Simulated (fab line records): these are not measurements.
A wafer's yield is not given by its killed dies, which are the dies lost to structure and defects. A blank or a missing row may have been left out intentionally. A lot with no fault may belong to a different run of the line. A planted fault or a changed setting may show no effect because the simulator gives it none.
Struck lot and sound lot, side by side | flow sfq_line | 13 steps out of a route of 325
Sound: these wafers, L322.1, L322.3, L322.5. The struck wafers were L314.4, L314.5, L314.6. At the end, the cause is stated.
Each step with rows lists, per side, the tool, then ch with its chambers, then its first start. Under that, the readings that differ: sound wafers | struck wafers | difference of the means | sigmas: that difference in standard deviations of wafers without a fault.
alike: a reading whose means differ by less than 2 such deviations, as well as words and numbers matching on both sides. not compared: withheld readings; readings where some wafer has no value; bounds like >300 that might hide an equal value; numbers whose values overlap and for which the record gives no deviation.
Wherever a step has rows on one side only, a row that says differs or no value, or a row with sigmas, the two part there. Numbers that don't overlap but have no deviation are shown without sigmas and don't part them. Lack of a reading on every wafer of one side parts them only where that side has two or more wafers.

SFQ_TRILAYER_I4_VIA_STRIP_STRIP_107: strips in O2.
  sound on rie_metal-01 ch 0, day 66 14:55; struck on rie_metal-03 ch 0,1, day 64 16:04
  alike: drypump_motor_current_A, oes_product_au
  not compared: rf_hours_counter_h
then, 2 steps without rows for these wafers: SFQ_TRILAYER_I4_VIA_STRIP_SOLV_CLEAN_108 (cleans in NMP, time 600 s); SFQ_TRILAYER_JJ_TRILAYER_DEP_PRE_CLEAN_113 (time 22.5 s).
SFQ_TRILAYER_JJ_TRILAYER_DEP_SPUTTER_109: material Nb, target thk 150 nm, time 100 s.
  sound on pvd_sputter-04 at day 66 15:43; struck on pvd_sputter-05 at day 64 16:40
  alike: throttle_valve_pct
SFQ_TRILAYER_JJ_TRILAYER_DEP_SPUTTER_110: material Al, target thk 8 nm, time 10 s.
  sound on pvd_sputter-04 at day 66 15:47; struck on pvd_sputter-05 at day 64 16:44
  alike: throttle_valve_pct
then, 1 step without rows for these wafers: SFQ_TRILAYER_JJ_TRILAYER_DEP_AL_OXIDATION_111 (oxidation time 600 s).
SFQ_TRILAYER_JJ_TRILAYER_DEP_SPUTTER_112: material Nb, target thk 170 nm, time 113.3 s.
  sound on pvd_sputter-04 at day 66 16:49; struck on pvd_sputter-05 at day 64 17:46
  alike: throttle_valve_pct
SFQ_JJ_RS_MEAS_929: the measuring method here is four-point-probe.
  sound on film_metro-03 at day 66 16:53; struck on film_metro-03 at day 64 17:53
  alike: JJ_NB_RS
then, 3 steps without rows for these wafers: SFQ_TRILAYER_JJ_CE_LITHO_COAT_119 (resist thk 62 nm); SFQ_TRILAYER_JJ_CE_LITHO_COAT_114 (resist thk 600 nm); SFQ_TRILAYER_JJ_CE_LITHO_SOFTBAKE_118.
-- the record jumps here: 4 days lie between the struck wafers' starts before and after --
SFQ_TRILAYER_JJ_CE_LITHO_EXPOSE_115: exposes mask J5, target cd 700 nm.
  struck on krf_scanner-01, day 69 04:20; sound on krf_scanner-01 ch 0, day 71 06:50
  no value came back on the struck wafers for exposure_dose_mJ_cm2, focus_offset_nm (nm), sigma_outer; on the sound wafers exposure_dose_mJ_cm2 reads 14.387 14.387 14.403
  alike: mask
then, 1 step without rows for these wafers: SFQ_TRILAYER_JJ_CE_LITHO_PEB_117 (peb time 60 s).

WHERE THEY PART
Within this record, at SFQ_TRILAYER_JJ_CE_LITHO_EXPOSE_115 only.

WHY: what the simulator had put in
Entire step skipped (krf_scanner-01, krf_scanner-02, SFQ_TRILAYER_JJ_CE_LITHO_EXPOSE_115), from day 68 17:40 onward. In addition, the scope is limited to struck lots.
